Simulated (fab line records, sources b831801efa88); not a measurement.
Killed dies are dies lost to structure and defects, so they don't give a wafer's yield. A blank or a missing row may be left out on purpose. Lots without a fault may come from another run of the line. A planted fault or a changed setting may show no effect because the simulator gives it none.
One fault seen from 2 desks | flow sky130 | each desk has only its own numbers; what lay behind them comes last

THE METROLOGY DESK
What the gauges read, lot by lot, whatever tool the lot ran on: means of the sampled wafers that have a number. A lot is out of limits, marked OUT, if its mean lies more than 4 standard deviations from the usual mean; the brackets give that distance.
Columns: A = PWDE_TW at SKY_PWDE_TW_MEAS_10, usual 375; B = NWELL_00_OVL at SKY_NWELL_OVL_MEAS_10, usual 0.4 nm
lot  | first seen here | A   | B
L599 | day 3 21:01     | 376 | -0.3
L600 | day 4 02:05     | 371 | 3.3
L602 | day 4 11:08     | 374 | 0.6
L604 | day 5 01:59     | 367 | 0.7
L605 | day 5 05:38     | 381 | 0.0
L607 | day 5 19:56     | 379 | -0.6
L608 | day 6 07:20     | 378 | 1.9
L609 | day 6 11:47     | 377 | 0.4
L617 | day 8 07:23     | 369 | 0.1
L618 | day 8 11:17     | 379 | 1.0
L621 | day 9 04:22     | 368 | 0.8
L622 | day 9 13:52     | 378 | -0.5
This desk's finding: nothing out of limits on any of the 12 lots.

THE TOOL OWNER'S DESK: litho_track-03
The tool's own readings at SKY_FIELD_ISO_DEVELOP_12 (develop time 60 s): means of the sampled wafers that have a number, for each lot that ran on this tool. A lot is out of limits, marked OUT, if its mean lies more than 4 standard deviations from the usual mean; the brackets give that distance.
Columns: A = chill_plate_temp_C at SKY_FIELD_ISO_DEVELOP_12, usual 22.98 C
lot  | first seen here | A
L604 | day 3 07:00     | 22.92
L605 | day 3 12:00     | 23.03
L609 | day 4 09:00     | 23.04
This desk's finding: nothing out of limits on any of the 3 lots.

PUT TOGETHER
The metrology desk saw nothing out of limits.
The tool owner's desk saw nothing out of limits.

WHAT THE SIMULATOR HAD PUT IN
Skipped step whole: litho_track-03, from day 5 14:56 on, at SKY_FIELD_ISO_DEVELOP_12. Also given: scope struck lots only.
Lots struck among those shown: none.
